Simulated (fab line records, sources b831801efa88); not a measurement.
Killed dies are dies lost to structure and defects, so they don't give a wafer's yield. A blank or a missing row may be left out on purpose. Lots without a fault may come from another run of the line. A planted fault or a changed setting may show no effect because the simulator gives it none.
Which tool did it? | flow sky130 | 13 lots, 38 wafers sampled, at 2 steps of a route of 708

WHAT THE GAUGES READ, wafer by wafer
SKY_VIA3_CD_MEAS_12: target cd 200 nm. Usual: cd_nm 200.7 nm, standard deviation 1.5.
lot  | measured     | on        | cd_nm (nm)        | flag
L431 | day 39 17:05 | cd_sem-01 | 201.8 202.2 202.7 |
L433 | day 40 05:10 | cd_sem-01 | 202.1 201.6 200.6 |
L432 | day 40 13:42 | cd_sem-01 | 199.1 200.0 198.6 |
L435 | day 40 22:22 | cd_sem-02 | 201.6 199.1 202.1 |
L436 | day 41 09:58 | cd_sem-02 | 200.4 199.8 200.0 |
L438 | day 42 04:23 | cd_sem-01 | 201.6 199.6 200.9 |
L440 | day 42 16:50 | cd_sem-02 | 154.2 156.6       | OFF
L447 | day 44 08:27 | cd_sem-02 | 200.7 199.9 199.6 |
L448 | day 44 23:39 | cd_sem-02 | 200.4 201.1 200.8 |
L449 | day 45 10:55 | cd_sem-01 | 200.3 200.8 198.7 |
L452 | day 45 15:52 | cd_sem-02 | 200.5 201.1 201.1 |
L453 | day 45 21:39 | cd_sem-02 | 201.5 202.4 201.7 |
L454 | day 46 01:21 | cd_sem-02 | 200.9 201.1 200.3 |

WHICH TOOL RAN EACH LOT (tool, then ch and the chambers of the sampled wafers, then the start)
lot  | SKY_VIA3_EXPOSE_09
L431 | krf_scanner-01 ch 0, day 39 05:31
L433 | krf_scanner-02 ch 0, day 39 16:29
L432 | krf_scanner-02 ch 0, day 40 01:25
L435 | krf_scanner-02 ch 0, day 40 10:29
L436 | krf_scanner-01 ch 0, day 40 22:04
L438 | krf_scanner-02 ch 0, day 41 16:57
L440 | krf_scanner-01 ch 0, day 42 05:31
L447 | krf_scanner-02 ch 0, day 43 20:52
L448 | krf_scanner-01 ch 0, day 44 12:47
L449 | krf_scanner-02 ch 0, day 44 23:36
L452 | krf_scanner-01 ch 0, day 45 05:05
L453 | krf_scanner-01 ch 0, day 45 11:40
L454 | krf_scanner-02 ch 0, day 45 15:28
- SKY_VIA3_EXPOSE_09: exposes mask VIM3, target cd 200 nm.

WHAT THE TOOLS THEMSELVES READ (means of the sampled wafers that have a number; where no wafer has one, the mark that the record gives instead)
SKY_VIA3_EXPOSE_09. Usual: reticle_temp_C 22.99 C, standard deviation 0.11.
lot  | tool           | reticle_temp_C (C) | flag
L431 | krf_scanner-01 | 23.05              |
L433 | krf_scanner-02 | 23.18              |
L432 | krf_scanner-02 | 22.99              |
L435 | krf_scanner-02 | 22.96              |
L436 | krf_scanner-01 | 23.03              |
L438 | krf_scanner-02 | 22.95              |
L440 | krf_scanner-01 | 22.92              |
L447 | krf_scanner-02 | 23.04              |
L448 | krf_scanner-01 | 22.79              |
L449 | krf_scanner-02 | 22.97              |
L452 | krf_scanner-01 | 22.93              |
L453 | krf_scanner-01 | 22.79              |
L454 | krf_scanner-02 | 23.06              |

THE ANSWER, worked out from the rows above alone
Rule: a lot is off if the mean of its wafers that have a number lies more than 3 standard deviations from the usual mean. A lot without any number at a reading at which 4 lots or more have one is off too. The other lots that the step has rows for count as sound. The gauges are gone through in route order, then the tools' own readings, and for those a lot's mean is taken as printed above. The first step at which some lot is off is used, and at that step the reading that is off furthest; a lot without a number counts as furthest.
Off: L440, at SKY_VIA3_CD_MEAS_12 (cd_nm).
A tool fits if, at a process step before that reading, it ran every lot that is off, and no sound lot after the first of them. The gauges at SKY_VIA3_CD_MEAS_12 are tried like those tools. None of those tried fits.

WHAT THE SIMULATOR HAD PUT IN
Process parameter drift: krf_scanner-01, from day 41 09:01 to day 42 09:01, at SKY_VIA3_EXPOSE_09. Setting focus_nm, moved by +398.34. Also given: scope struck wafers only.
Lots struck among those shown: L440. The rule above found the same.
